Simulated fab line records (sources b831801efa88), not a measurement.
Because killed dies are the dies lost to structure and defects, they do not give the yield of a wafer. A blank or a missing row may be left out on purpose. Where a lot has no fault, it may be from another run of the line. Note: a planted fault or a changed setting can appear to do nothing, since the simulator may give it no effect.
fab line records ; flow sky130
record lots=13; wafers=39; lastDay=50
route steps=708 shown NWELL@82 LDD_LDN@293 LI_CONTACT@365 PAD_OPEN@708
lots untouched by any fault: they come from a run of this same line in which no faults occurred
startH: hours from the record's first day to the start of the lot's first wafer shown ; waitH: how many hours have passed since the lot's step before this one ; " unchanged from the row above ; L1.1+2: a single row standing in for several wafers ; - either no value or no given start ; * or withheld: withheld ; < > ~ a bound
route shown NAME@n: NAME is a module with steps in the file, n the number in the route of the first one ; usual: mean and standard deviation over wafers with no fault ; same: alike in all rows ; chamber/n: place in a boat ; sites: each site's reading ; _std_site: their standard deviation ; _edge_site: mean of outer sites minus mean of inner sites ; radiusMm: for every site, how far away it sits from the centre of the wafer ; mask NAME#n: copy n ; behind: the tool/chamber that last shaped the wafer ; hold: why the lot was held/for how many hours/how that ended ; device: which transistor (n, p or np) failed to switch ; end of line: the same wafers' tests at the end of the route ; for a step that has no rows: nothing shown but its recipe ; killed: not the wafer's yield, but the dies lost to structure and defects at the first sort ; map: dies across one wafer; x = killed, . = not, _ = none there
set.NAME: the setting as run; set.NAME@STEP: as run at that earlier step ; model.NAME: the simulator's own value behind a step, which no gauge read
the route's steps for a sample of lots (tables are steps, rows are wafers)
services: the hour from which a tool's chamber was out of use, counted from the record's first day as startH (under 0 if before that day), plus the number of hours and why
## steps
# step SKY_NWELL_RS_MEAS_29
# recipe thkMeasGauge=four-point-probe
# usual NWELL_RS=624.4/1.6
lot.wafer;tool;chamber;startH;waitH;NWELL_RS[ohm/sq]
L562.1;filmMetro-02;-;104.23;0.1;624.7
L562.4;filmMetro-02;-;104.23;0.1;624.9
L562.6;filmMetro-02;-;104.23;0.1;625.7
L563.2;filmMetro-04;-;110.66;0.1;623.9
L563.5;filmMetro-04;-;110.66;0.1;624.0
L563.6;filmMetro-04;-;110.66;0.1;625.0
L568.1;filmMetro-04;-;144.37;0.1;626.1
L568.5;filmMetro-04;-;144.37;0.1;624.9
L568.6;filmMetro-04;-;144.37;0.1;625.2
L570.1;filmMetro-02;-;154.72;0.1;627.0
L570.2;filmMetro-02;-;154.72;0.1;625.0
L570.5;filmMetro-02;-;154.72;0.1;624.4
L576.1;filmMetro-04;-;188.35;0.1;625.2
L576.2;filmMetro-04;-;188.35;0.1;623.6
L576.3;filmMetro-04;-;188.35;0.1;626.2
L577.2;filmMetro-02;-;194.25;0.1;626.7
L577.5;filmMetro-02;-;194.25;0.1;624.9
L577.6;filmMetro-02;-;194.25;0.1;626.7
L578.2;filmMetro-04;-;201.02;0.1;624.0
L578.3;filmMetro-04;-;201.02;0.1;623.7
L578.5;filmMetro-04;-;201.02;0.1;623.8
L579.1;filmMetro-03;-;206.44;0.2;625.1
L579.3;filmMetro-03;-;206.44;0.2;625.5
L579.5;filmMetro-03;-;206.44;0.2;624.3
L580.4;filmMetro-03;-;213.59;0.1;623.4
L580.5;filmMetro-03;-;213.59;0.1;623.5
L580.6;filmMetro-03;-;213.59;0.1;623.3
L582.1;filmMetro-03;-;225.58;0.1;623.5
L582.2;filmMetro-03;-;225.58;0.1;624.0
L582.6;filmMetro-03;-;225.58;0.1;623.9
L583.2;filmMetro-02;-;234.61;0.1;622.8
L583.4;filmMetro-02;-;234.61;0.1;623.7
L583.5;filmMetro-02;-;234.61;0.1;623.6
L584.1;filmMetro-03;-;237.69;0.1;622.7
L584.2;filmMetro-03;-;237.69;0.1;623.5
L584.5;filmMetro-03;-;237.69;0.1;623.9
L585.3;filmMetro-04;-;243.72;0.1;624.6
L585.5;filmMetro-04;-;243.72;0.1;625.1
L585.6;filmMetro-04;-;243.72;0.1;624.4
# step SKY_LDD_LDN_EXPOSE_04
# recipe maskId=LDNTM; na=0.6; sourceShape=conventional; sigmaOuter=0.6; polarization=unpolarized; targetCdNm=700; doseMj=140
lot.wafer;tool;chamber;startH;waitH;mask
L562.1+4+6;ilineStepper-01;0;508.91;-;LDNTM#0
L563.2+5+6;ilineStepper-01;0;516.31;-;LDNTM#0
L568.1+5+6;ilineStepper-01;0;570.70;-;LDNTM_R1#0
L570.1+2+5;ilineStepper-01;0;587.44;-;LDNTM#0
L576.1+2+3;ilineStepper-01;0;627.31;-;LDNTM#0
L577.2+5+6;ilineStepper-01;0;636.33;-;LDNTM#0
L578.2+3+5;ilineStepper-01;0;644.85;-;LDNTM#0
L579.1+3+5;ilineStepper-02;0;653.86;-;LDNTM#0
L580.4+5+6;ilineStepper-02;0;664.68;-;LDNTM#0
L582.1+2+6;ilineStepper-01;0;673.95;-;LDNTM#0
L583.2+4+5;ilineStepper-01;0;700.17;-;LDNTM#0
L584.1+2+5;ilineStepper-02;0;700.88;-;LDNTM#0
L585.3+5+6;ilineStepper-01;0;704.29;-;LDNTM#0
# step SKY_LI_CONTACT_BOW_MEAS_03
# recipe mode=bow
# usual LI_CONTACT_BOW=55/7.1
lot.wafer;tool;chamber;startH;waitH;LI_CONTACT_BOW[um]
L562.1;filmMetro-04;-;645.56;0.2;53
L562.4;filmMetro-04;-;645.56;0.2;63
L562.6;filmMetro-04;-;645.56;0.2;45
L563.2;filmMetro-01;-;653.66;0.2;54
L563.5;filmMetro-01;-;653.66;0.2;44
L563.6;filmMetro-01;-;653.66;0.2;63
L568.1;filmMetro-01;-;705.60;0.2;48
L568.5;filmMetro-01;-;705.60;0.2;54
L568.6;filmMetro-01;-;705.60;0.2;64
L570.1;filmMetro-04;-;721.18;0.1;71
L570.2;filmMetro-04;-;721.18;0.1;59
L570.5;filmMetro-04;-;721.18;0.1;54
L576.1;filmMetro-01;-;758.97;0.1;56
L576.2;filmMetro-01;-;758.97;0.1;55
L576.3;filmMetro-01;-;758.97;0.1;50
L577.2;filmMetro-03;-;767.44;0.1;61
L577.5;filmMetro-03;-;767.44;0.1;57
L577.6;filmMetro-03;-;767.44;0.1;68
L578.2;filmMetro-03;-;775.39;0.2;61
L578.3;filmMetro-03;-;775.39;0.2;56
L578.5;filmMetro-03;-;775.39;0.2;57
L579.1;filmMetro-04;-;782.66;0.2;50
L579.3;filmMetro-04;-;782.66;0.2;59
L579.5;filmMetro-04;-;782.66;0.2;56
L580.4;filmMetro-03;-;793.97;0.2;52
L580.5;filmMetro-03;-;793.97;0.2;49
L580.6;filmMetro-03;-;793.97;0.2;61
L582.1;filmMetro-03;-;805.97;0.1;54
L582.2;filmMetro-03;-;805.97;0.1;46
L582.6;filmMetro-03;-;805.97;0.1;58
L583.2;filmMetro-01;-;826.94;0.2;51
L583.4;filmMetro-01;-;826.94;0.2;54
L583.5;filmMetro-01;-;826.94;0.2;58
L584.1;filmMetro-03;-;827.34;0.1;56
L584.2;filmMetro-03;-;827.34;0.1;47
L584.5;filmMetro-03;-;827.34;0.1;57
L585.3;filmMetro-03;-;828.30;0.1;57
L585.5;filmMetro-03;-;828.30;0.1;68
L585.6;filmMetro-03;-;828.30;0.1;61
# step SKY_LI_CONTACT_CD_MEAS_12
# recipe targetCdNm=170
# usual cdNm=170.4/1.3
lot.wafer;tool;chamber;startH;waitH;cdNm
L562.1;cdSem-02;-;673.90;-;171.1
L562.4;cdSem-02;-;673.90;-;168.8
L562.6;cdSem-02;-;673.90;-;169.9
L563.2;cdSem-01;-;681.80;-;170.9
L563.5;cdSem-01;-;681.80;-;171.2
L563.6;cdSem-01;-;681.80;-;171.0
L568.1;cdSem-02;-;733.74;-;170.6
L568.5;cdSem-02;-;733.74;-;171.2
L568.6;cdSem-02;-;733.74;-;171.9
L570.1;cdSem-01;-;748.93;-;170.6
L570.2;cdSem-01;-;748.93;-;169.9
L570.5;cdSem-01;-;748.93;-;170.4
L576.1;cdSem-02;-;786.54;-;170.6
L576.2;cdSem-02;-;786.54;-;169.8
L576.3;cdSem-02;-;786.54;-;171.1
L577.2;cdSem-01;-;793.56;-;172.8
L577.5;cdSem-01;-;793.56;-;172.3
L577.6;cdSem-01;-;793.56;-;172.4
L578.2;cdSem-02;-;801.20;-;168.5
L578.3;cdSem-02;-;801.20;-;168.4
L578.5;cdSem-02;-;801.20;-;167.5
L579.1;cdSem-02;-;809.44;-;172.2
L579.3;cdSem-02;-;809.44;-;172.4
L579.5;cdSem-02;-;809.44;-;172.6
L580.4;cdSem-01;-;819.80;-;169.3
L580.5;cdSem-01;-;819.80;-;169.5
L580.6;cdSem-01;-;819.80;-;170.2
L582.1;cdSem-02;-;832.38;-;173.2
L582.2;cdSem-02;-;832.38;-;171.3
L582.6;cdSem-02;-;832.38;-;171.7
L583.2;cdSem-02;-;853.32;-;171.2
L583.4;cdSem-02;-;853.32;-;171.1
L583.5;cdSem-02;-;853.32;-;169.6
L584.1;cdSem-01;-;853.65;-;171.5
L584.2;cdSem-01;-;853.65;-;171.0
L584.5;cdSem-01;-;853.65;-;170.8
L585.3;cdSem-01;-;854.64;-;172.2
L585.5;cdSem-01;-;854.64;-;171.3
L585.6;cdSem-01;-;854.64;-;171.8
# step SKY_PAD_OPEN_PROBE_99
# usual killed_at_M0_to_M3=42/7.4; killed_at_M4_up=3.3/2.1; killedAtContacts=24/5.3; killedAtFrontEnd=15/4.5; killedAtOther=0.3/0.57; killedDies=84/10; killedOnRim=17/3.8; killedOpen=46/7.5; killedShort=38/6.4
# same grossDies=492; killedAtBackSide=0
lot.wafer;tool;chamber;startH;waitH;hold;killed_at_M0_to_M3;killed_at_M4_up;killedAtContacts;killedAtFrontEnd;killedAtOther;killedDies;killedOnRim;killedOpen;killedShort
L562.1;prober-02;-;1070.48;0.1;-;36;2;17;13;1;69;13;28;40
L562.4;prober-02;-;1070.63;0.2;-;39;4;16;17;1;77;14;49;28
L562.6;prober-02;-;1070.73;0.2;-;41;3;25;11;1;81;14;39;39
L563.2;prober-01;-;1075.64;0.1;-;39;1;28;12;0;80;14;49;31
L563.5;prober-01;-;1075.79;0.2;-;50;9;30;19;0;108;20;59;48
L563.6;prober-01;-;1075.84;0.2;-;43;3;25;14;0;85;22;53;32
L568.1;prober-02;-;1115.03;0.1;awaitDispo/2.7h/release;27;1;22;111;0;161;29;43;21
L568.5;prober-02;-;1115.23;0.2;awaitDispo/2.7h/release;36;1;19;104;0;160;27;39;36
L568.6;prober-02;-;1115.28;0.2;awaitDispo/2.7h/release;46;2;21;111;0;180;32;58;30
L570.1;prober-01;-;1129.93;0.1;-;45;6;38;19;0;108;22;53;55
L570.2;prober-01;-;1129.98;0.1;-;40;9;20;12;0;81;16;41;40
L570.5;prober-01;-;1130.13;0.2;-;39;2;23;11;0;75;18;44;31
L576.1;prober-01;-;1155.06;0.1;-;60;3;27;11;0;101;17;64;36
L576.2;prober-01;-;1155.11;0.1;-;52;2;19;15;0;88;14;39;49
L576.3;prober-01;-;1155.16;0.2;-;33;3;26;10;1;73;16;40;33
L577.2;prober-02;-;1160.46;0.1;-;41;2;16;10;0;69;10;34;35
L577.5;prober-02;-;1160.61;0.2;-;48;6;25;9;0;88;13;54;34
L577.6;prober-02;-;1160.66;0.2;-;47;3;25;12;0;87;20;46;41
L578.2;prober-01;-;1164.67;0.1;-;39;4;25;11;0;79;16;43;36
L578.3;prober-01;-;1164.72;0.2;-;29;5;30;17;2;83;17;44;37
L578.5;prober-01;-;1164.82;0.2;-;39;0;32;25;0;96;19;51;44
L579.1;prober-02;-;1170.27;0.1;-;38;0;33;10;0;81;15;48;33
L579.3;prober-02;-;1170.37;0.2;-;44;2;28;12;2;88;18;47;40
L579.5;prober-02;-;1170.47;0.2;-;48;6;24;11;0;89;20;42;46
L580.4;prober-01;-;1174.71;0.2;-;47;4;27;9;1;88;19;55;32
L580.5;prober-01;-;1174.76;0.2;-;37;2;16;13;3;71;20;34;35
L580.6;prober-01;-;1174.81;0.2;-;44;1;24;15;1;85;18;45;39
L582.1;prober-01;-;1183.78;0.1;-;41;2;22;11;0;76;17;35;41
L582.2;prober-01;-;1183.83;0.1;-;51;3;31;10;2;97;23;49;48
L582.6;prober-01;-;1184.03;0.2;-;39;3;23;16;0;81;20;38;43
L583.2;prober-02;-;1195.27;0.1;-;41;2;26;18;0;87;16;51;36
L583.4;prober-02;-;1195.37;0.2;-;32;3;35;14;0;84;18;51;33
L583.5;prober-02;-;1195.42;0.2;-;30;4;23;26;0;83;9;47;36
L584.1;prober-01;-;1196.08;0.1;-;38;1;22;16;0;77;15;47;30
L584.2;prober-01;-;1196.13;0.1;-;37;3;22;12;0;74;13;38;36
L584.5;prober-01;-;1196.28;0.2;-;43;3;39;15;1;101;16;55;46
L585.3;prober-02;-;1199.15;0.2;-;23;6;19;16;0;64;14;35;29
L585.5;prober-02;-;1199.25;0.2;-;45;6;23;15;0;89;21;44;45
L585.6;prober-02;-;1199.30;0.2;-;59;1;33;19;0;112;21;71;41
# killed by level:class
L562.1 VIA1:geometricParticle:short=8 CONTACT:geometricParticle:short=6 FIELD_ISO:geometricParticle:short=5 VIA2:geometricParticle:open=5 VIA1:geometricParticle:open=5 METAL3:geometricParticle:short=4 LI_CONTACT:geometricParticle:open=3 LOCAL_INTERCONNECT:geometricParticle:short=3
L562.4 VIA3:geometricParticle:open=9 VIA1:geometricParticle:open=8 LI_CONTACT:geometricParticle:open=7 VIA2:geometricParticle:open=7 FIELD_ISO:geometricParticle:open=6 CONTACT:geometricParticle:open=4 POLY_GATE:geometricParticle:open=4 LOCAL_INTERCONNECT:geometricParticle:short=4
L562.6 CONTACT:geometricParticle:open=7 CONTACT:geometricParticle:short=7 METAL1:geometricParticle:short=7 LI_CONTACT:geometricParticle:open=6 VIA1:geometricParticle:open=6 VIA2:geometricParticle:open=6 VIA3:geometricParticle:open=5 METAL2:geometricParticle:short=5
L563.2 VIA1:geometricParticle:open=13 CONTACT:geometricParticle:open=11 LOCAL_INTERCONNECT:geometricParticle:short=6 VIA2:geometricParticle:open=6 METAL2:geometricParticle:short=5 FIELD_ISO:geometricParticle:open=4 VIA3:geometricParticle:open=4 FIELD_ISO:geometricParticle:short=3
L563.5 CONTACT:geometricParticle:open=11 VIA3:geometricParticle:open=11 LI_CONTACT:geometricParticle:open=10 METAL2:geometricParticle:short=9 VIA1:geometricParticle:open=6 VIA2:geometricParticle:open=6 VIA3:geometricParticle:short=6 LOCAL_INTERCONNECT:geometricParticle:short=5
L563.6 VIA1:geometricParticle:open=11 LI_CONTACT:geometricParticle:open=10 VIA3:geometricParticle:open=6 CONTACT:geometricParticle:open=6 FIELD_ISO:geometricParticle:open=5 METAL1:geometricParticle:short=5 METAL2:geometricParticle:short=5 LOCAL_INTERCONNECT:geometricParticle:short=4
L568.1 LDD_LDN:areaExpose=97 VIA1:geometricParticle:open=8 CONTACT:geometricParticle:open=7 LI_CONTACT:geometricParticle:open=6 VIA2:geometricParticle:open=6 VIA3:geometricParticle:open=6 POLY_GATE:geometricParticle:short=5 POLY_GATE:geometricParticle:open=4
L568.5 LDD_LDN:areaExpose=83 VIA2:geometricParticle:open=9 CONTACT:geometricParticle:open=9 VIA1:geometricParticle:open=8 FIELD_ISO:geometricParticle:short=5 POLY_GATE:geometricParticle:short=5 METAL3:geometricParticle:short=5 FIELD_ISO:geometricParticle:open=4
L568.6 LDD_LDN:areaExpose=92 VIA1:geometricParticle:open=14 VIA3:geometricParticle:open=9 FIELD_ISO:geometricParticle:open=8 LI_CONTACT:geometricParticle:open=7 CONTACT:geometricParticle:open=7 VIA3:geometricParticle:short=6 CONTACT:geometricParticle:short=5
L570.1 CONTACT:geometricParticle:open=17 VIA1:geometricParticle:open=11 METAL1:geometricParticle:short=10 CONTACT:geometricParticle:short=7 FIELD_ISO:geometricParticle:short=6 LOCAL_INTERCONNECT:geometricParticle:short=6 LI_CONTACT:geometricParticle:open=5 POLY_GATE:geometricParticle:short=4
L570.2 VIA1:geometricParticle:open=9 CONTACT:geometricParticle:open=9 METAL4:geometricParticle:short=6 VIA3:geometricParticle:open=6 FIELD_ISO:geometricParticle:short=5 METAL2:geometricParticle:short=5 VIA1:geometricParticle:short=5 LI_CONTACT:geometricParticle:open=4
L570.5 VIA1:geometricParticle:open=11 CONTACT:geometricParticle:open=9 VIA3:geometricParticle:open=8 LI_CONTACT:geometricParticle:open=6 CONTACT:geometricParticle:short=4 VIA2:geometricParticle:open=4 VIA1:geometricParticle:short=4 METAL3:geometricParticle:short=4
L576.1 VIA3:geometricParticle:open=15 VIA1:geometricParticle:open=13 CONTACT:geometricParticle:open=9 METAL2:geometricParticle:short=8 LI_CONTACT:geometricParticle:open=7 METAL1:geometricParticle:short=7 VIA2:geometricParticle:open=5 FIELD_ISO:geometricParticle:short=4
L576.2 LI_CONTACT:geometricParticle:open=8 METAL1:geometricParticle:short=8 VIA2:geometricParticle:short=7 VIA3:geometricParticle:open=6 VIA1:geometricParticle:open=6 METAL2:geometricParticle:short=6 FIELD_ISO:geometricParticle:short=5 VIA1:geometricParticle:short=5
L576.3 LI_CONTACT:geometricParticle:open=10 CONTACT:geometricParticle:open=8 VIA1:geometricParticle:open=6 METAL2:geometricParticle:short=6 LOCAL_INTERCONNECT:geometricParticle:short=5 VIA3:geometricParticle:open=5 VIA1:geometricParticle:short=4 FIELD_ISO:geometricParticle:short=3
L577.2 VIA1:geometricParticle:open=12 VIA2:geometricParticle:open=7 METAL1:geometricParticle:short=5 FIELD_ISO:geometricParticle:short=4 CONTACT:geometricParticle:open=4 VIA3:geometricParticle:open=4 VIA1:geometricParticle:short=4 LI_CONTACT:geometricParticle:short=3
L577.5 VIA1:geometricParticle:open=14 CONTACT:geometricParticle:open=9 VIA3:geometricParticle:open=8 VIA1:geometricParticle:short=7 CONTACT:geometricParticle:short=5 METAL2:geometricParticle:short=5 VIA2:geometricParticle:open=5 POLY_GATE:geometricParticle:open=4
L577.6 VIA1:geometricParticle:open=14 CONTACT:geometricParticle:open=11 VIA3:geometricParticle:short=6 VIA1:geometricParticle:short=5 CONTACT:geometricParticle:short=5 METAL3:geometricParticle:short=5 LI_CONTACT:geometricParticle:short=4 LI_CONTACT:geometricParticle:open=4
L578.2 LI_CONTACT:geometricParticle:open=10 VIA1:geometricParticle:open=7 CONTACT:geometricParticle:open=6 VIA2:geometricParticle:open=6 METAL1:geometricParticle:short=5 FIELD_ISO:geometricParticle:short=4 METAL2:geometricParticle:short=4 METAL4:geometricParticle:short=4
L578.3 LI_CONTACT:geometricParticle:open=12 CONTACT:geometricParticle:open=10 VIA1:geometricParticle:open=9 FIELD_ISO:geometricParticle:short=8 CONTACT:geometricParticle:short=5 METAL3:geometricParticle:short=4 METAL4:geometricParticle:short=4 POLY_GATE:geometricParticle:open=3
L578.5 CONTACT:geometricParticle:open=10 LI_CONTACT:geometricParticle:open=9 FIELD_ISO:geometricParticle:short=8 VIA3:geometricParticle:open=8 VIA1:geometricParticle:short=8 VIA2:geometricParticle:open=8 CONTACT:geometricParticle:short=7 FIELD_ISO:geometricParticle:open=4
L579.1 VIA1:geometricParticle:open=13 CONTACT:geometricParticle:open=12 LI_CONTACT:geometricParticle:open=6 LI_CONTACT:geometricParticle:short=6 METAL1:geometricParticle:short=5 VIA3:geometricParticle:open=5 FIELD_ISO:geometricParticle:short=4 LOCAL_INTERCONNECT:geometricParticle:open=4
L579.3 VIA1:geometricParticle:open=10 CONTACT:geometricParticle:open=8 VIA2:geometricParticle:open=8 LOCAL_INTERCONNECT:geometricParticle:short=6 LI_CONTACT:geometricParticle:short=5 FIELD_ISO:geometricParticle:open=5 LI_CONTACT:geometricParticle:open=5 VIA1:geometricParticle:short=5
L579.5 VIA1:geometricParticle:open=9 METAL2:geometricParticle:short=9 CONTACT:geometricParticle:open=8 METAL1:geometricParticle:short=8 LI_CONTACT:geometricParticle:open=6 VIA1:geometricParticle:short=6 CONTACT:geometricParticle:short=5 VIA3:geometricParticle:open=5
L580.4 VIA1:geometricParticle:open=12 LI_CONTACT:geometricParticle:open=11 CONTACT:geometricParticle:open=10 VIA1:geometricParticle:short=10 VIA3:geometricParticle:open=9 CONTACT:geometricParticle:short=4 METAL1:geometricParticle:short=4 VIA2:geometricParticle:short=3
L580.5 CONTACT:geometricParticle:open=9 VIA1:geometricParticle:open=6 VIA1:geometricParticle:short=5 CONTACT:geometricParticle:short=5 VIA2:geometricParticle:open=5 METAL1:geometricParticle:short=4 METAL3:geometricParticle:short=4 FIELD_ISO:geometricParticle:short=3
L580.6 VIA1:geometricParticle:open=8 VIA3:geometricParticle:open=8 POLY_GATE:geometricParticle:short=7 METAL2:geometricParticle:short=7 VIA2:geometricParticle:open=7 CONTACT:geometricParticle:short=6 CONTACT:geometricParticle:open=6 LI_CONTACT:geometricParticle:open=4
L582.1 CONTACT:geometricParticle:open=9 METAL2:geometricParticle:short=7 CONTACT:geometricParticle:short=6 VIA1:geometricParticle:open=6 VIA3:geometricParticle:open=6 METAL3:geometricParticle:short=6 FIELD_ISO:geometricParticle:short=5 LI_CONTACT:geometricParticle:open=5
L582.2 CONTACT:geometricParticle:open=11 VIA3:geometricParticle:open=9 VIA1:geometricParticle:open=8 METAL3:geometricParticle:short=8 LI_CONTACT:geometricParticle:open=7 LOCAL_INTERCONNECT:geometricParticle:short=6 CONTACT:geometricParticle:short=5 METAL1:geometricParticle:short=5
L582.6 LI_CONTACT:geometricParticle:open=7 FIELD_ISO:geometricParticle:open=6 VIA1:geometricParticle:open=6 METAL3:geometricParticle:short=6 CONTACT:geometricParticle:open=5 CONTACT:geometricParticle:short=5 VIA1:geometricParticle:short=5 METAL2:geometricParticle:short=5
L583.2 CONTACT:geometricParticle:open=12 VIA3:geometricParticle:open=8 VIA1:geometricParticle:open=8 VIA1:geometricParticle:short=7 FIELD_ISO:geometricParticle:short=5 LI_CONTACT:geometricParticle:open=5 VIA3:geometricParticle:short=5 FIELD_ISO:geometricParticle:open=4
L583.4 CONTACT:geometricParticle:open=16 VIA1:geometricParticle:open=7 LOCAL_INTERCONNECT:geometricParticle:short=6 CONTACT:geometricParticle:short=6 METAL2:geometricParticle:short=6 VIA2:geometricParticle:open=6 FIELD_ISO:geometricParticle:open=5 LI_CONTACT:geometricParticle:open=5
L583.5 FIELD_ISO:geometricParticle:open=10 CONTACT:geometricParticle:open=9 POLY_GATE:geometricParticle:short=7 CONTACT:geometricParticle:short=6 VIA2:geometricParticle:open=6 VIA3:geometricParticle:open=5 LI_CONTACT:geometricParticle:open=4 VIA1:geometricParticle:open=4
L584.1 VIA1:geometricParticle:open=16 CONTACT:geometricParticle:open=10 FIELD_ISO:geometricParticle:short=5 VIA2:geometricParticle:open=5 LI_CONTACT:geometricParticle:open=4 VIA3:geometricParticle:open=4 FIELD_ISO:geometricParticle:open=3 POLY_GATE:geometricParticle:short=3
L584.2 VIA1:geometricParticle:open=10 CONTACT:geometricParticle:open=7 FIELD_ISO:geometricParticle:short=6 METAL2:geometricParticle:short=6 CONTACT:geometricParticle:short=5 LI_CONTACT:geometricParticle:open=4 VIA3:geometricParticle:open=4 VIA2:geometricParticle:open=4
L584.5 CONTACT:geometricParticle:open=15 VIA1:geometricParticle:open=13 LI_CONTACT:geometricParticle:open=9 POLY_GATE:geometricParticle:short=7 VIA1:geometricParticle:short=7 METAL1:geometricParticle:short=6 LOCAL_INTERCONNECT:geometricParticle:short=5 CONTACT:geometricParticle:short=5
L585.3 VIA2:geometricParticle:open=8 CONTACT:geometricParticle:open=7 POLY_GATE:geometricParticle:short=5 LI_CONTACT:geometricParticle:open=5 FIELD_ISO:geometricParticle:open=4 CONTACT:geometricParticle:short=4 VIA1:geometricParticle:open=4 METAL4:geometricParticle:short=4
L585.5 CONTACT:geometricParticle:open=9 METAL1:geometricParticle:short=7 VIA1:geometricParticle:short=7 POLY_GATE:geometricParticle:short=6 LI_CONTACT:geometricParticle:open=6 VIA1:geometricParticle:open=6 VIA2:geometricParticle:open=6 FIELD_ISO:geometricParticle:short=5
L585.6 CONTACT:geometricParticle:open=14 VIA2:geometricParticle:open=13 LI_CONTACT:geometricParticle:open=10 VIA1:geometricParticle:open=10 VIA3:geometricParticle:open=10 VIA1:geometricParticle:short=6 POLY_GATE:geometricParticle:short=5 SONOS_ONO:geometricParticle:short=4
## services
tool;chamber;startH;hours;kind
ilineStepper-02;0;538.34;-;calibration
ilineStepper-01;-;549.96;1.7;pm
ilineStepper-01;0;571.09;-;calibration
ilineStepper-02;-;571.78;6.2;repair
ilineStepper-02;-;601.36;10.4;repair
ilineStepper-02;-;611.75;1.7;pm
ilineStepper-02;-;634.35;8.9;pm
ilineStepper-02;-;683.11;2.1;pm
ilineStepper-02;-;685.19;-;consumableReplace:lamp
## key
firstSign step=SKY_LDD_LDN_EXPOSE_04; reading=mask; direction=changed
effect step=SKY_PAD_OPEN_PROBE_99; reading=killedAtFrontEnd; direction=up; sigmas=21; usual=15; struck=109
moreKillsBornAt SKY_LDD_LDN_EXPOSE_04@ilineStepper-01=272
metAt SKY_LDD_LDN_EXPOSE_04
struckLots L568
testerLeftOut L568
notActingAt SKY_NWELL_RS_MEAS_29,SKY_LI_CONTACT_BOW_MEAS_03,SKY_LI_CONTACT_CD_MEAS_12
onsetBetween 516.31 570.70
fault kind=wrongMask; tool=any; chamber=-; onsetH=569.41; steps=SKY_LDD_LDN_EXPOSE_04; auxCopy=LDNTM_R1#0; cdOffsetNm=105; scope=struckLotsOnly
# testerLeftOut: of these lots the tester's yield and bins aren't shown, on N5 and GAA mostly nor the transistor test; their killed dies are dies lost to structure and defects alone, not to doping, threshold or leakage, so they don't give the yield
